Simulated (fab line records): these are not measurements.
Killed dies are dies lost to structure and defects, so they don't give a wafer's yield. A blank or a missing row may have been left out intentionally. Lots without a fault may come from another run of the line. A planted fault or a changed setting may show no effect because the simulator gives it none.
Which tool was responsible?	flow gf180mcu	14 lots, 42 wafers sampled, at 3 steps of a route of 602

== WHAT THE GAUGES SHOWED, per wafer ==
GF_HV_LDD_TW_MEAS_11. Usual: HV_LDD_TW 2413, standard deviation 21.
lot	measured	on	HV_LDD_TW	flag
L301	day 10 01:01	filmMetro-04	2436 2431 2424	
L303	day 10 16:28	filmMetro-04	2425 2432 2440	
L304	day 10 23:27	filmMetro-04	2446 2422 2413	
L307	day 12 03:55	filmMetro-03	2381 2382 2379	
L308	day 12 20:30	filmMetro-03	2402 2383 2393	
L309	day 12 20:35	filmMetro-04	2440 2432 2439	
L310	day 13 14:36	filmMetro-03	2395 2392 2389	
L311	day 13 14:52	filmMetro-03	2391 2387 2391	
L314	day 14 10:49	filmMetro-03	2379 2393 2383	
L317	day 15 09:04	filmMetro-03	2401 2388 2411	
L318	day 15 10:38	filmMetro-04	2427 2429 2408	
L319	day 15 13:35	filmMetro-02	2423 2414 2424	
L322	day 16 13:02	filmMetro-03	2390 2412 2394	
L324	day 17 04:32	filmMetro-02	2399 2402 2401	

GF_HV_LDD_CD_MEAS_19: target cd 400 nm. Usual: cdNm at 400.1 nm, with a standard deviation of 2.4.
lot	measured	on	cdNm (nm)	flag
L301	day 10 18:12	cdSem-02	399.4 397.8 397.6	
L303	day 11 10:16	cdSem-02	397.7 398.2 398.2	
L304	day 11 17:15	cdSem-01	397.8 398.2 397.5	
L307	day 12 21:38	cdSem-01	400.6 398.6 398.9	
L308	day 13 16:54	cdSem-02	401.9 401.4 401.8	
L309	day 13 16:55	cdSem-01	404.0 403.0 401.3	
L310	day 14 11:19	cdSem-02	401.4 403.2 404.7	
L311	day 14 11:52	cdSem-01	399.4 401.0 400.7	
L314	day 15 07:51	cdSem-01	403.4 402.2 401.3	
L317	day 16 07:24	cdSem-02	397.9 396.7 397.8	
L318	day 16 08:56	cdSem-02	400.1 400.1 400.0	
L319	day 16 11:40	cdSem-02	399.1 400.0 400.9	
L322	day 17 12:34	cdSem-01	397.9 398.5 399.9	
L324	day 18 03:51	cdSem-01	403.1 403.2 404.0	

== TOOL THAT RAN EACH LOT (tool first, then ch and the chambers of the sampled wafers, then the start) ==
lot	GF_POLY_GATE_ETCH_12
L301	rieDiel-04 ch 0,2, day 9 05:17
L303	rieDiel-03 ch 1,2, day 9 21:14
L304	rieDiel-04 ch 1,3, day 10 03:00
L307	rieDiel-04 ch 1,2,3, day 11 04:21
L308	rieDiel-03 ch 0,1,2, day 11 13:49
L309	rieDiel-02 ch 1,3, day 11 21:52
L310	rieDiel-03 ch 1,2,3, day 12 14:54
L311	rieDiel-04 ch 0,1,2, day 12 15:07
L314	rieDiel-03 ch 1,2,3, day 13 11:48
L317	rieDiel-02 ch 0,2,3, day 14 09:27
L318	rieDiel-04 ch 1,2,3, day 14 10:38
L319	rieDiel-02 ch 0,2,3, day 14 13:52
L322	rieDiel-04 ch 2,3, day 15 13:24
L324	rieDiel-04 ch 0,3, day 16 02:54
- GF_POLY_GATE_ETCH_12: etches BARC in N2/H2.

== AS READ BY THE TOOLS THEMSELVES (means over the sampled wafers that have a number; for cases with no such wafer, the mark the record gives instead) ==
GF_POLY_GATE_ETCH_12. Usual: drypumpMotorCurrentA 5.7 A, standard deviation 0.52; oesProductAu 0.735 a.u., standard deviation 0.0049; throttleValvePct 13.214 %, standard deviation 0.0082.
lot	tool	drypumpMotorCurrentA (A)	oesProductAu (a.u.)	throttleValvePct (%)	flag
L301	rieDiel-04	6.1	0.733	13.211	
L303	rieDiel-03	5.4	0.733	13.216	
L304	rieDiel-04	5.0	0.737	13.214	
L307	rieDiel-04	5.4	0.734	13.216	
L308	rieDiel-03	5.7	0.737	13.212	
L309	rieDiel-02	6.2	0.736	13.212	
L310	rieDiel-03	5.8	0.733	13.218	
L311	rieDiel-04	5.7	0.737	13.219	
L314	rieDiel-03	5.8	0.739	13.210	
L317	rieDiel-02	5.5	0.739	13.211	
L318	rieDiel-04	5.5	0.732	13.218	
L319	rieDiel-02	5.5	0.728	13.216	
L322	rieDiel-04	5.9	0.730	13.218	
L324	rieDiel-04	5.6	0.731	13.211	

== THE ANSWER, worked out from the rows above alone ==
Rule: take the mean of a lot's wafers that have a number; if it is more than 3 standard deviations from the usual mean, the lot is off. A lot without any number at a reading at which 4 lots or more have one is off too. The other lots that the step has rows for count as sound. First the gauges in route order, then the tools' own readings, where a lot's mean is used as printed above. The first step at which some lot is off is used, and at that step the reading that is off furthest; a lot without a number counts as furthest.
Across all readings shown, no lot is off: no conclusion can be drawn from this.

== WHAT THE SIMULATOR HAD PUT IN ==
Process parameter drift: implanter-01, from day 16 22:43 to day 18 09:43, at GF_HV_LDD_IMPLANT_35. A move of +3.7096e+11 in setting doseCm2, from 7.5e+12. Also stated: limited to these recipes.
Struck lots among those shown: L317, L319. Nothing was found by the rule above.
